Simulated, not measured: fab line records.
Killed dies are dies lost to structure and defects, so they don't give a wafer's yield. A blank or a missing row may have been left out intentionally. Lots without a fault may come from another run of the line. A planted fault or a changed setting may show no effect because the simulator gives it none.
8D (eight disciplines) problem report, filled in by code ; flow gf180mcu ; the parts of the form that need people (team, actions taken, sign-off) are left out

== 1. THE PROBLEM ==
Mean MIM_ALCU_RS at GF_MIM_RS_MEAS_10: 0.1971 ohm/sq over 6 wafers in 2 lots; fault-free wafers: 0.1555 ohm/sq, standard deviation 0.0019. That is +22 standard deviations from the usual mean.
The step: measures by four-point-probe.
The first sign was on wafer L921.1 at day 29 17:00, on film_metro-03. At this step, 33 wafers from 11 lots have a number in the record. Rule for "out" (also "out of limits"): further than 4 standard deviations from the usual mean. Any other wafer with a number is counted as sound.

== 2. WHAT THIS IS AND IS NOT ==
question;is;is not
which readings at this step;MIM_ALCU_RS;-
which lots;L921, L922;L905, L906, L907, L909, L910, L913, L914, L918, L923
which wafers of those lots;all that have a number;-
read on which gauges;film_metro-03, film_metro-04;film_metro-01
when;from day 29 17:00;"up to then (24 sound wafers); but 3 sound wafers of L923 came after"

== 3. SUSPECTS, AND WHAT RULES EACH OUT ==
Counting: any tool at a process step up to the reading is kept as a suspect provided that every lot that is out went through it and no sound lot did after the first of them.
- the gauge at GF_MIM_RS_MEAS_10: ruled out. Those wafers that are out were read across 2 gauges (film_metro-03, film_metro-04).
- pvd_sputter-04 at GF_V4_SPUTTER_22 (material TiN, target thk 10 nm, time 40 s): ruled out as a lasting fault. The sound lots L923 went through it after L921, its earliest lot that is out (day 29 15:56).
- pvd_sputter-01 at GF_MIM_SPUTTER_08 (material AlCu, target thk 200 nm, time 10.6 s): kept. It processed each lot that is out, first L921 at day 29 16:57, and no sound lot thereafter; up to then, the last sound lot it processed was L918 at day 28 16:13.
Remaining after the count: pvd_sputter-01 at GF_MIM_SPUTTER_08.

== 4. THE CAUSE (what the simulator had put in) ==
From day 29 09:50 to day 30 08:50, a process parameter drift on pvd_sputter-01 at GF_MIM_SPUTTER_08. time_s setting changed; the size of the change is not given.
After counting, this tool was the only one left.

== 5. THE EFFECT CHAIN, in route order ==
Each row: a reading whose mean over the struck wafers that have a number lies more than 3 standard deviations from the usual. Scope: only readings with a usual standard deviation given in the record; hours: median across lots of the time from each lot's start at the first step in this table that gives one to its start at this step; sigmas: change in usual standard deviations.
hours;step;reading;usual;on struck wafers;change;sigmas
0;GF_MIM_RS_MEAS_10;MIM_ALCU_RS;0.1555 ohm/sq;0.1971;+0.0416;+22
0;GF_MIM_THK_MEAS_11;MIM_ALCU_THK;205.0 nm;162.7;-42.3;-16
18;GF_MIM_METAL_ETCH_19;oes_product_au;0.952 a.u.;0.875;-0.077;-12
18;GF_MIM_METAL_ETCH_19;throttle_valve_pct;28.270 %;28.357;+0.087;+8.7
Its process steps:
- GF_MIM_METAL_ETCH_19: etches the open film in Cl2/BCl3, stops on Si3N4, target depth 324.5 nm, time 54.1 s.
At these later measuring or inspecting steps, every struck wafer for which the step has a row has a number for every such reading, and none has moved that far: GF_V5_THK_MEAS_01.

== 6. WHAT WOULD HAVE CAUGHT IT SOONER ==
7 hours passed between the start of the fault at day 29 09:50 and the first reading out of limits at a measuring or inspecting step in this record, taken at day 29 17:00.
An alarm limit of 4 standard deviations would not have fired on the tool readings at GF_MIM_SPUTTER_08 for which the record gives a usual standard deviation, since none of them was out on any struck wafer.
Of the lots that are out (2), L922 began GF_MIM_SPUTTER_08 on pvd_sputter-01 after day 29 17:00. A hold on the tool at that time would have spared it.
